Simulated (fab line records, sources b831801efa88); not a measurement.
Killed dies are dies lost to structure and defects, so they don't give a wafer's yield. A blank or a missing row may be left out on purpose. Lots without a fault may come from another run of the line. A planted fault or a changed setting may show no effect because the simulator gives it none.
Which tool did it? | flow sky130 | 14 lots, 42 wafers sampled, at 7 steps of a route of 708

WHAT THE GAUGES READ, wafer by wafer
SKY_NWELL_RS_MEAS_31: measures by four-point-probe.
lot  | measured     | on            | PWDE_RS (ohm/sq)
L227 | day 5 13:59  | film_metro-04 | 5270 5290 5272
L228 | day 5 20:17  | film_metro-04 | 5251 5249 5244
L229 | day 5 22:25  | film_metro-04 | 5288 5295 5279
L230 | day 6 02:21  | film_metro-04 | 5269 5272 5268
L231 | day 6 12:45  | film_metro-02 | 5211 5242 5219
L232 | day 6 17:08  | film_metro-01 | 5283 5248 5250
L235 | day 7 05:19  | film_metro-02 | 5274 5293 5276
L236 | day 7 14:16  | film_metro-04 | 5278 5282 5276
L237 | day 7 20:07  | film_metro-01 | 5259 5265 5264
L238 | day 8 02:52  | film_metro-02 | 5218 5232 5219
L243 | day 9 09:31  | film_metro-02 | 5249 5261 5239
L244 | day 9 14:07  | film_metro-01 | 5294 5295 5288
L249 | day 10 18:02 | film_metro-01 | 5252 5260 5282
L250 | day 10 23:53 | film_metro-02 | 5277 5273 5285

SKY_VT_ADJUST_HVTP_CD_MEAS_07: target cd 380 nm.
lot  | measured     | on        | cd_nm (nm)
L227 | day 6 08:17  | cd_sem-01 | 376.8 375.9 376.8
L228 | day 6 14:49  | cd_sem-01 | 375.7 377.4 375.8
L229 | day 6 16:52  | cd_sem-02 | 383.3 380.7 384.3
L230 | day 6 20:28  | cd_sem-01 | 379.7 380.7 380.0
L231 | day 7 07:58  | cd_sem-01 | 380.1 379.5 380.1
L232 | day 7 12:08  | cd_sem-01 | 378.9 379.5 377.8
L235 | day 8 01:31  | cd_sem-02 | 378.1 380.3 379.0
L236 | day 8 10:03  | cd_sem-02 | 378.7 372.8 378.1
L237 | day 8 16:34  | cd_sem-01 | 381.7 379.3 378.7
L238 | day 8 23:20  | cd_sem-02 | 383.2 384.4 384.0
L243 | day 10 06:13 | cd_sem-01 | 383.9 383.4 382.2
L244 | day 10 11:31 | cd_sem-01 | 379.8 379.5 378.8
L249 | day 11 17:55 | cd_sem-01 | 380.0 380.9 382.1
L250 | day 11 23:05 | cd_sem-02 | 386.7 382.7 385.3

SKY_VT_ADJUST_NCORE_TW_MEAS_11.
lot  | measured     | on            | VT_ADJUST_NCORE_TW
L227 | day 8 20:53  | film_metro-02 | 218.6 218.1 218.5
L228 | day 9 04:44  | film_metro-03 | 216.5 216.7 215.3
L229 | day 9 06:28  | film_metro-03 | 215.9 216.3 215.1
L230 | day 9 11:13  | film_metro-02 | 220.6 221.7 220.7
L231 | day 9 23:17  | film_metro-03 | 214.6 215.8 217.0
L232 | day 10 04:41 | film_metro-02 | 219.1 219.1 220.2
L235 | day 10 18:38 | film_metro-02 | 219.9 219.8 219.9
L236 | day 11 05:11 | film_metro-03 | 215.7 215.2 215.2
L237 | day 11 11:55 | film_metro-02 | 219.7 219.6 221.1
L238 | day 11 19:14 | film_metro-02 | 220.2 219.8 220.4
L243 | day 13 06:20 | film_metro-04 | 217.5 215.4 218.8
L244 | day 13 12:28 | film_metro-02 | 219.0 221.5 221.7
L249 | day 14 23:11 | film_metro-04 | 217.1 217.9 218.9
L250 | day 15 04:23 | film_metro-03 | 216.6 215.1 215.3

SKY_VT_ADJUST_HVTR_CD_MEAS_07: target cd 380 nm.
lot  | measured     | on        | cd_nm (nm)
L227 | day 9 17:53  | cd_sem-02 | 384.3 381.7 382.2
L228 | day 10 01:37 | cd_sem-01 | 381.4 380.6 382.2
L229 | day 10 03:49 | cd_sem-02 | 379.2 380.4 379.5
L230 | day 10 09:14 | cd_sem-01 | 383.4 381.7 382.9
L231 | day 10 21:22 | cd_sem-01 | 377.4 375.2 376.2
L232 | day 11 03:47 | cd_sem-02 | 381.7 383.1 379.1
L235 | day 11 18:19 | cd_sem-01 | 381.3 382.5 382.2
L236 | day 12 04:58 | cd_sem-02 | - 381.2 382.3
L237 | day 12 12:40 | cd_sem-02 | - 379.7 379.6
L238 | day 12 19:14 | cd_sem-02 | 385.5 385.1 387.7
L243 | day 14 07:46 | cd_sem-01 | 381.8 381.2 383.1
L244 | day 14 14:02 | cd_sem-01 | 380.4 381.8 381.3
L249 | day 16 02:02 | cd_sem-01 | 380.0 379.5 377.7
L250 | day 16 07:29 | cd_sem-02 | 378.6 381.8 379.2

SKY_VT_ADJUST_HVTR_OVL_MEAS_08.
lot  | measured     | on         | VT_ADJUST_HVTR_OVL (nm)
L227 | day 9 18:00  | overlay-01 | -2.8 -1.9 -2.1
L228 | day 10 01:42 | overlay-02 | 0.9 0.0 0.7
L229 | day 10 03:56 | overlay-01 | -0.8 0.3 -0.2
L230 | day 10 09:22 | overlay-02 | -1.0 -2.2 -3.5
L231 | day 10 21:29 | overlay-02 | 0.5 -0.9 0.2
L232 | day 11 03:53 | overlay-02 | -0.6 -2.7 -2.0
L235 | day 11 18:26 | overlay-02 | -1.2 -0.9 -0.7
L236 | day 12 05:05 | overlay-02 | - -1.7 -2.3
L237 | day 12 12:47 | overlay-02 | - 0.6 0.4
L238 | day 12 19:21 | overlay-02 | -3.4 -0.4 -0.8
L243 | day 14 07:53 | overlay-02 | -1.1 -1.1 -1.4
L244 | day 14 14:09 | overlay-01 | -4.2 -3.9 -2.3
L249 | day 16 02:08 | overlay-01 | -1.1 0.9 -0.7
L250 | day 16 07:36 | overlay-01 | -1.1 -0.9 -0.9

SKY_VT_ADJUST_HVTR_TW_MEAS_11.
lot  | measured     | on            | VT_ADJUST_HVTR_TW
L227 | day 9 18:17  | film_metro-01 | 207.2 206.6 206.4
L228 | day 10 02:00 | film_metro-01 | 207.7 207.3 208.2
L229 | day 10 04:14 | film_metro-01 | 206.1 206.9 206.6
L230 | day 10 09:39 | film_metro-01 | 206.4 207.3 207.3
L231 | day 10 21:47 | film_metro-02 | 211.7 212.0 211.1
L232 | day 11 04:11 | film_metro-01 | 208.5 208.1 208.1
L235 | day 11 18:44 | film_metro-01 | 208.3 207.5 208.6
L236 | day 12 05:23 | film_metro-01 | 29.5 207.6 208.0
L237 | day 12 13:05 | film_metro-02 | 30.4 213.2 212.8
L238 | day 12 19:38 | film_metro-02 | 213.9 212.2 212.9
L243 | day 14 08:11 | film_metro-04 | 209.3 209.6 209.6
L244 | day 14 14:26 | film_metro-01 | 206.5 205.8 207.5
L249 | day 16 02:26 | film_metro-02 | 212.4 213.5 212.3
L250 | day 16 07:53 | film_metro-01 | 208.2 206.8 207.9

WHICH TOOL RAN EACH LOT (tool, then ch and the chambers of the sampled wafers, then the start)
lot  | SKY_VT_ADJUST_HVTR_DEVELOP_06
L227 | litho_track-03 ch 0, day 9 17:45
L228 | litho_track-03 ch 0, day 10 01:28
L229 | litho_track-01 ch 0, day 10 03:40
L230 | litho_track-01 ch 0, day 10 09:04
L231 | litho_track-03 ch 0, day 10 21:13
L232 | litho_track-02 ch 0, day 11 03:38
L235 | litho_track-03 ch 0, day 11 18:10
L236 | litho_track-01 ch 0, day 12 04:49
L237 | litho_track-01 ch 0, day 12 12:31
L238 | litho_track-03 ch 0, day 12 19:06
L243 | litho_track-03 ch 0, day 14 07:37
L244 | litho_track-03 ch 0, day 14 13:54
L249 | litho_track-02 ch 0, day 16 01:53
L250 | litho_track-03 ch 0, day 16 07:21
- SKY_VT_ADJUST_HVTR_DEVELOP_06: develop time 60 s.

WHAT THE TOOLS THEMSELVES READ (means of the sampled wafers that have a number; where no wafer has one, the mark that the record gives instead)
SKY_VT_ADJUST_HVTR_DEVELOP_06.
lot  | tool           | chill_plate_temp_C (C)
L227 | litho_track-03 | 23.02
L228 | litho_track-03 | 23.07
L229 | litho_track-01 | 23.03
L230 | litho_track-01 | 22.89
L231 | litho_track-03 | 23.25
L232 | litho_track-02 | 22.93
L235 | litho_track-03 | 22.96
L236 | litho_track-01 | 23.10
L237 | litho_track-01 | 22.93
L238 | litho_track-03 | 23.10
L243 | litho_track-03 | 22.84
L244 | litho_track-03 | 23.18
L249 | litho_track-02 | 22.92
L250 | litho_track-03 | 22.99

THE ANSWER, worked out from the rows above alone
Rule: what is usual is taken from the lots themselves. Put in order of their means at a reading, lots are off if they are a third of the lots or fewer, leave a main group of 4 or more, and stand apart from it by a gap of 3 or more times the standard deviation of the main group's means; of several such gaps the widest counts. A main group whose means are all the same, to the digits that the tables above print for the reading, isn't used. A lot without any number at a reading at which 4 lots or more have one is off too. The other lots that the step has rows for count as sound. The gauges are gone through in route order, then the tools' own readings, and for those a lot's mean is taken as printed above. The first step at which some lot is off is used, and at that step the reading that is off furthest; a lot without a number counts as furthest.
Off: L236, L237, at SKY_VT_ADJUST_HVTR_TW_MEAS_11 (VT_ADJUST_HVTR_TW). The main group: mean 208.8, standard deviation 2.3.
A tool fits if, at a process step before that reading, it ran every lot that is off, and no sound lot after the first of them. The gauges at SKY_VT_ADJUST_HVTR_TW_MEAS_11 are tried like those tools. One fits: litho_track-01 at SKY_VT_ADJUST_HVTR_DEVELOP_06. Its last sound lot is L230 (day 10 09:04), its first lot that is off L236 (day 12 04:49): a fault that began between those two fits.

WHAT THE SIMULATOR HAD PUT IN
Process parameter drift: litho_track-01, from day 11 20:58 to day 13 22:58, at SKY_VT_ADJUST_HVTR_DEVELOP_06. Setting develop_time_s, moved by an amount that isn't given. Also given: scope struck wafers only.
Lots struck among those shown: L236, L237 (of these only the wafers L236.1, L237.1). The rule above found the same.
